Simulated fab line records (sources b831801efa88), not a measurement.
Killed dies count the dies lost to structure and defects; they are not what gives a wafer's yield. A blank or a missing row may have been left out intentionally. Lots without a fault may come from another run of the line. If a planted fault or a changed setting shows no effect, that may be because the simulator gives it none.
A lot that was struck, set against a sound lot + flow sfq_line + 18 steps out of a route of 325
Sound: the wafers L962.3, L962.5, L962.6. Wafers struck: L970.4, L970.5. The cause is named last.
Per side, at each step with rows, come the tool, then ch with its chambers, and then its first start. Under that, the readings that differ: sound wafers + struck wafers + difference of the means + sigmas: that difference in standard deviations of wafers without a fault.
alike: same words and numbers on both sides, and readings whose means sit less than 2 such deviations apart. not compared: any withheld reading, any reading some wafer has no value for, any bound like >300 that may hide the same value, and any number with overlapping values for which the record gives no deviation.
A row with sigmas, a row that says differs or no value, or rows on one side alone: a step with any of these is where the two part. Non-overlapping numbers with no deviation appear without sigmas and do not part them. Lack of a reading on every wafer of one side parts them only where that side has two or more wafers.

SFQ_TRILAYER_M4_BARC_OPEN_METAL_ETCH_123: etches BARC in O2, target depth 125 nm, time 41.7 s.
  sound on rie_metal-03 ch 0,1, day 41 09:12; struck on rie_metal-01 ch 0,1, day 45 09:01
| reading                     | sound       | struck  | difference | sigmas |
|-----------------------------|-------------|---------|------------|--------|
| drypump_motor_current_A (A) | 6.5 6.6 6.3 | 5.6 5.3 | -1.0       | -2     |
  alike: oes_product_au
  not compared: rf_hours_counter_h
SFQ_TRILAYER_M4_ETCH_METAL_ETCH_096: etches Nb in Cl2/Ar, stops on SiO2, target depth 240 nm, time 120 s.
  sound on rie_metal-03 ch 0,1, day 41 09:17; struck on rie_metal-01 ch 0,1, day 45 09:05
| reading                     | sound       | struck  | difference | sigmas |
|-----------------------------|-------------|---------|------------|--------|
| drypump_motor_current_A (A) | 6.6 6.6 6.2 | 5.6 5.3 | -1.0       | -2     |
  alike: oes_product_au
  not compared: rf_hours_counter_h
SFQ_TRILAYER_M4_STRIP_STRIP_097: strips in O2.
  sound on rie_metal-03 ch 0,1, day 41 09:34; struck on rie_metal-01 ch 0,1, day 45 09:23
| reading                     | sound       | struck  | difference | sigmas |
|-----------------------------|-------------|---------|------------|--------|
| drypump_motor_current_A (A) | 6.6 6.6 6.2 | 5.6 5.3 | -1.0       | -2     |
  alike: oes_product_au, platen_temp_c
  not compared: rf_hours_counter_h
then, 1 step without rows for these wafers: SFQ_TRILAYER_M4_STRIP_SOLV_CLEAN_098 (cleans in NMP, time 600 s).
SFQ_TRILAYER_I4_DEP_PECVD_099: deposits SiO2 from SiH4/N2O, time 111.11 s, target thk 500 nm.
  sound on pecvd-01 ch 0,2, day 41 10:08; struck on pecvd-03 ch 0,1, day 45 09:59
  alike: heater_power_w, throttle_valve_pct
then, 1 step without rows for these wafers: SFQ_TRILAYER_I4_CMP_CMP_100 (polishes SiO2).
SFQ_I4_BOW_MEAS_927:
  sound: film_metro-04 at day 41 22:25; struck: film_metro-02 at day 45 13:05
  alike: I4_BOW
SFQ_TRILAYER_I4_METRO_MEASURE_101:
  sound: film_metro-04 at day 41 22:54; struck: film_metro-02 at day 45 13:45
  alike: thk_nm
then, 4 steps without rows for these wafers: SFQ_TRILAYER_I4_VIA_LITHO_COAT_108 (resist thk 62 nm); SFQ_TRILAYER_I4_VIA_LITHO_COAT_103 (resist thk 650 nm); SFQ_TRILAYER_I4_VIA_LITHO_SOFTBAKE_107; SFQ_TRILAYER_I4_VIA_LITHO_EXPOSE_104 (exposes mask I4, target cd 700 nm).
-- the record jumps here: 5 days lie between the struck wafers' starts before and after --
SFQ_TRILAYER_I4_VIA_LITHO_PEB_106: peb time 60 s.
  sound on litho_track-01 ch 0, day 47 14:50; struck on litho_track-01 ch 0, day 50 04:58
| reading                  | sound             | struck      | difference | sigmas      |
|--------------------------|-------------------|-------------|------------|-------------|
| heater_power_total_W (W) | 79.08 79.11 79.13 | 88.59 88.48 | +9.43      | +99 or more |
then, 1 step without rows for these wafers: SFQ_TRILAYER_I4_VIA_LITHO_DEVELOP_105 (time 60 s).
SFQ_I4_OVL_MEAS_928:
  sound: overlay-02 at day 47 15:05; struck: overlay-02 at day 50 05:12
  alike: I4_OVL
SFQ_TRILAYER_I4_VIA_BARC_OPEN_VIA_ETCH_146: etches BARC in O2, target depth 125 nm, time 41.7 s.
  sound on rie_diel-03 ch 0,1,2, day 47 15:07; struck on rie_diel-02 ch 0, day 50 05:13
| reading             | sound             | struck      | difference | sigmas |
|---------------------|-------------------|-------------|------------|--------|
| model.I4.cd_nm (nm) | 697.6 696.4 700.6 | 645.9 646.8 | -51.9      |        |
  alike: drypump_motor_current_A, oes_product_au
  not compared: rf_hours_counter_h
SFQ_TRILAYER_I4_VIA_ETCH_VIA_ETCH_106: etches SiO2 in CHF3, stops on Nb, target depth 260 nm.
  sound on rie_diel-03 ch 0,1,2, day 47 15:10; struck on rie_diel-02 ch 0, day 50 05:16
| reading               | sound             | struck      | difference | sigmas |
|-----------------------|-------------------|-------------|------------|--------|
| oes_product_au (a.u.) | 0.872 0.865 0.858 | 0.846 0.855 | -0.014     | -3     |
| model.I4.cd_nm (nm)   | 697.6 695.3 699.5 | 645 644.6   | -53        |        |
  alike: drypump_motor_current_A
then, 1 step without rows for these wafers: SFQ_TRILAYER_I4_VIA_STRIP_STRIP_107 (strips in O2).

## WHERE THEY PART
Earliest at SFQ_TRILAYER_M4_BARC_OPEN_METAL_ETCH_123; latest, in this record, at SFQ_TRILAYER_I4_VIA_ETCH_VIA_ETCH_106.

WHY: what the simulator had put in
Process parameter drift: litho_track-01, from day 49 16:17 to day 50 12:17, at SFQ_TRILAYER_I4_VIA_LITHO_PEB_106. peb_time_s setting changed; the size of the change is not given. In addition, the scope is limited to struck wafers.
